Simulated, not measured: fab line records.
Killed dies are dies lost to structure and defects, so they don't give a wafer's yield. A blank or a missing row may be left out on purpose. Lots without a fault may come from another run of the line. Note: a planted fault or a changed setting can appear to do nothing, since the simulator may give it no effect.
Code-filled problem report in 8D (eight disciplines) form / flow sky130 / the parts of the form that need people (team, actions taken, sign-off) are left out

== 1. WHAT IS WRONG ==
Across 6 wafers from 2 lots, SD_N_RS at SKY_SD_N_RS_MEAS_16 averages 70.00 ohm/sq, while fault-free wafers read 68.51 ohm/sq with a standard deviation of 0.11. That puts it +14 standard deviations away from the usual mean.
The step: measures by four-point-probe.
First observed at day 33 10:24: wafer L455.1, on film-metro-04. Wafers with a number at this step in the record: 36, from 12 lots. Rule for "out" (also "out of limits"): further than 4 standard deviations from the usual mean. Any other wafer with a number is counted as sound.

== 2. WHAT IT IS; WHAT IT IS NOT ==
question=which readings at this step | is=SD_N_RS | is not=-
question=which lots | is=L455, L456 | is not=L439, L440, L443, L446, L447, L457, L458, L460, L461, L462
question=which wafers of those lots | is=all that have a number | is not=-
question=read on which gauges | is=film-metro-02, film-metro-04 | is not=film-metro-01
question=when | is=from day 33 10:24 | is not=up to then (15 sound wafers); but 15 sound wafers of L457, L458, L460, L461, L462 came after

== 3. THE SUSPECTS, EACH WITH WHAT RULES IT OUT ==
Counting: a tool at a process step up to the reading stays a suspect if it ran every lot that is out and no sound lot after the first of them.
- the gauge at SKY_SD_N_RS_MEAS_16 is ruled out. Those wafers that are out were read across 2 gauges (film-metro-02, film-metro-04).
- implanter-03 at SKY_SD_N_IMPLANT_10: kept. All lots that are out passed through it, beginning with L455 at day 33 09:48, and no sound lot followed; its final sound lot before that point was L447 at day 30 17:53. On those wafers its own readings are out: dose-ions-cm2, faraday-current-uA.
After counting, what remains is implanter-03 at SKY_SD_N_IMPLANT_10.

== 4. THE CAUSE (what the simulator had put in) ==
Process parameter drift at SKY_SD_N_IMPLANT_10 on implanter-03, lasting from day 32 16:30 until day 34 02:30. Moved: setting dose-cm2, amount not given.
This tool alone remained once counting was done.

== 5. THE CHAIN OF EFFECTS, in route order ==
Each row: a reading where the mean over the struck wafers with a number is more than 3 standard deviations away from the usual. Only readings whose record carries a usual standard deviation are examined. hours: median over the lots of the time between each lot's start at the first step of this table that gives one and its start at this step. sigmas: the change, counted in usual standard deviations.
hours=0; step=SKY_SD_N_IMPLANT_10; reading=dose-ions-cm2; usual=1.0003e+14; on struck wafers=3.8683e+13; change=-6.1347e+13; sigmas=-99 or more
hours=0; step=SKY_SD_N_IMPLANT_10; reading=faraday-current-uA; usual=547; on struck wafers=221; change=-326; sigmas=-14
hours=1; step=SKY_SD_N_RS_MEAS_16; reading=SD_N_RS; usual=68.51 ohm/sq; on struck wafers=70.00; change=+1.49; sigmas=+14
Here are the process steps it includes:
- SKY_SD_N_IMPLANT_10
At these later measuring or inspecting steps, every struck wafer for which the step has a row has a number for every such reading, and none has moved that far: SKY_LI_CONTACT_CD_MEAS_12, SKY_LOCAL_INTERCONNECT_THK_MEAS_02.

== 6. HOW IT WOULD HAVE BEEN CAUGHT EARLIER ==
The first out-of-limits reading at a measuring or inspecting step in this record came at day 33 10:24, 18 hours after the fault's start at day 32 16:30.
The tool's own readings at SKY_SD_N_IMPLANT_10 were out on every struck wafer that the step has a row for (dose-ions-cm2, faraday-current-uA): an alarm limit on them would have fired on the first of those.
Lots out: 2; of these, L456 started SKY_SD_N_IMPLANT_10 on implanter-03 after day 33 10:24. A tool hold placed at that time would have kept it from harm.
